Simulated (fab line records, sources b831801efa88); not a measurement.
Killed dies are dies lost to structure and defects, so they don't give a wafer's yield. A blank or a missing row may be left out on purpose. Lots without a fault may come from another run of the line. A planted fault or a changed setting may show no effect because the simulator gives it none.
One fault seen from 2 desks | flow sky130 | each desk has only its own numbers; what lay behind them comes last

THE METROLOGY DESK
What the gauges read, lot by lot, whatever tool the lot ran on: means of the sampled wafers that have a number. A lot is out of limits, marked OUT, if its mean lies more than 4 standard deviations from the usual mean; the brackets give that distance.
Columns: A = METAL1_ALCU_RS at SKY_METAL1_RS_MEAS_05, usual 0.1275 ohm/sq; B = VIA2_W_RS at SKY_VIA2_RS_MEAS_22, usual 0.2754 ohm/sq; C = VIA2_W_THK at SKY_VIA2_THK_MEAS_23, usual 419 nm; D = VIA3_BOW at SKY_VIA3_BOW_MEAS_03, usual 79 um
lot  | first seen here | A      | B                 | C   | D
L517 | day 32 02:17    | 0.1282 | 0.2772            | 412 | 87
L518 | day 32 08:10    | 0.1251 | 0.2801            | 421 | 79
L522 | day 34 07:23    | 0.1279 | 0.2464 (-9.7) OUT | 416 | 71
L524 | day 34 14:47    | 0.1284 | 0.2461 (-9.8) OUT | 412 | 75
L528 | day 35 19:13    | 0.1293 | 0.2726            | 420 | 70
L531 | day 37 05:41    | 0.1287 | 0.2729            | 425 | 81
L534 | day 37 12:50    | 0.1281 | 0.2770            | 420 | 74
L537 | day 38 03:10    | 0.1276 | 0.2732            | 415 | 82
L538 | day 38 19:55    | 0.1273 | 0.2766            | 415 | 92
L539 | day 38 21:55    | 0.1265 | 0.2712            | 425 | 82
This desk's finding: out of limits on L522, L524; first on L522, day 38 21:27 (VIA2_W_RS at SKY_VIA2_RS_MEAS_22). In limits: L517, L518, L528, L531, L534, L537, L538, L539.

THE TOOL OWNER'S DESK: cvd_w-02
The tool's own readings at SKY_VIA2_CVD_21 (deposits W, target thk 420 nm, time 126.4 s): means of the sampled wafers that have a number, for each lot that ran on this tool. A lot is out of limits, marked OUT, if its mean lies more than 4 standard deviations from the usual mean; the brackets give that distance.
Columns: A = heater_power_w at SKY_VIA2_CVD_21, usual 921 W
lot  | first seen here | A
L518 | day 36 23:52    | 900
L522 | day 38 21:18    | 879
L524 | day 39 02:25    | 887
L539 | day 43 04:55    | 892
This desk's finding: nothing out of limits on any of the 4 lots.

PUT TOGETHER
The metrology desk could have raised an alarm at day 38 21:27, on L522, L524.
The tool owner's desk saw nothing out of limits.
The tool owner's desk has L522, L524 on record, within its limits.
Of the lots named, all ran SKY_VIA2_CVD_21 on cvd_w-02.

WHAT THE SIMULATOR HAD PUT IN
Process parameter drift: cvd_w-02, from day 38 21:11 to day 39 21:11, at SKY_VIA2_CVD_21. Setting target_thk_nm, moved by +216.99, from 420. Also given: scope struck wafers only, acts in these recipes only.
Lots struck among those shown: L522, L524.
Hours from the fault's start to each desk's first reading out of limits: the metrology desk, 0.
